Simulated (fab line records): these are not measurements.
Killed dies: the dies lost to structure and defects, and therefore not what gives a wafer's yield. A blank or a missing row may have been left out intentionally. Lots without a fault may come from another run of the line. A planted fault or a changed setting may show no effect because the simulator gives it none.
The tool behind it: which one? / flow sky130 / 24 lots, 72 wafers sampled, at 1 step of a route of 708

## WHAT THE GAUGES SHOWED, per wafer
SKY_FIELD_ISO_BOW_MEAS_00. Usual: INCOMING_BOW 0 um, standard deviation 6.6.
lot=L074; measured=day 1 10:00; on=film_metro-01; INCOMING_BOW (um)=2 10 12; flag=
lot=L075; measured=day 1 15:00; on=film_metro-01; INCOMING_BOW (um)=7 -1 -2; flag=
lot=L076; measured=day 1 20:00; on=film_metro-03; INCOMING_BOW (um)=2 -11 3; flag=
lot=L077; measured=day 2 01:01; on=film_metro-01; INCOMING_BOW (um)=0 -1 -14; flag=
lot=L078; measured=day 2 06:02; on=film_metro-01; INCOMING_BOW (um)=9 7 10; flag=
lot=L079; measured=day 2 11:01; on=film_metro-03; INCOMING_BOW (um)=7 1 -5; flag=
lot=L080; measured=day 2 16:02; on=film_metro-02; INCOMING_BOW (um)=2 -6 -9; flag=
lot=L081; measured=day 2 21:01; on=film_metro-03; INCOMING_BOW (um)=-10 -7 -15; flag=
lot=L082; measured=day 3 02:02; on=film_metro-01; INCOMING_BOW (um)=0 0 5; flag=
lot=L083; measured=day 3 07:04; on=film_metro-02; INCOMING_BOW (um)=-3 6 -4; flag=
lot=L084; measured=day 3 12:02; on=film_metro-03; INCOMING_BOW (um)=8 6 3; flag=
lot=L085; measured=day 3 17:00; on=film_metro-03; INCOMING_BOW (um)=7 -3 7; flag=
lot=L086; measured=day 3 22:01; on=film_metro-03; INCOMING_BOW (um)=-5 -8 5; flag=
lot=L087; measured=day 4 03:01; on=film_metro-03; INCOMING_BOW (um)=2 3 12; flag=
lot=L088; measured=day 4 08:00; on=film_metro-01; INCOMING_BOW (um)=15 4 -8; flag=
lot=L089; measured=day 4 13:01; on=film_metro-03; INCOMING_BOW (um)=-3 -4 4; flag=
lot=L090; measured=day 4 18:02; on=film_metro-02; INCOMING_BOW (um)=-1 -3 -8; flag=
lot=L091; measured=day 4 23:00; on=film_metro-02; INCOMING_BOW (um)=-12 -3 -2; flag=
lot=L092; measured=day 5 04:01; on=film_metro-01; INCOMING_BOW (um)=-10 4 -2; flag=
lot=L093; measured=day 5 09:00; on=film_metro-02; INCOMING_BOW (um)=-5 2 3; flag=
lot=L094; measured=day 5 14:01; on=film_metro-02; INCOMING_BOW (um)=-10 2 -5; flag=
lot=L095; measured=day 5 19:01; on=film_metro-02; INCOMING_BOW (um)=-2 2 0; flag=
lot=L096; measured=day 6 00:01; on=film_metro-02; INCOMING_BOW (um)=-5 2 -5; flag=
lot=L097; measured=day 6 05:01; on=film_metro-02; INCOMING_BOW (um)=-7 -8 -2; flag=

## WHAT TOOL EACH LOT RAN ON (gives the tool, then ch and the chambers of the sampled wafers, and finally the start)
No process step before these readings appears in the record.

## AS READ BY THE TOOLS THEMSELVES (means over the sampled wafers that have a number; for cases with no such wafer, the mark the record gives instead)
The record holds no such reading with a usual standard deviation.

## THE ANSWER, worked out from the rows above alone
Rule: a lot counts as off when the mean over its wafers that have a number is more than 3 standard deviations away from the usual mean. A lot without any number at a reading at which 4 lots or more have one is off too. Any other lot the step has rows for is counted as sound. After the gauges, taken in route order, come the tools' own readings; for these a lot's mean is taken, as printed above. The first step at which some lot is off is used, and at that step the reading that is off furthest; a lot without a number counts as furthest.
None of the lots is off at any reading shown; this tells nothing.

## WHAT THE SIMULATOR HAD PUT IN
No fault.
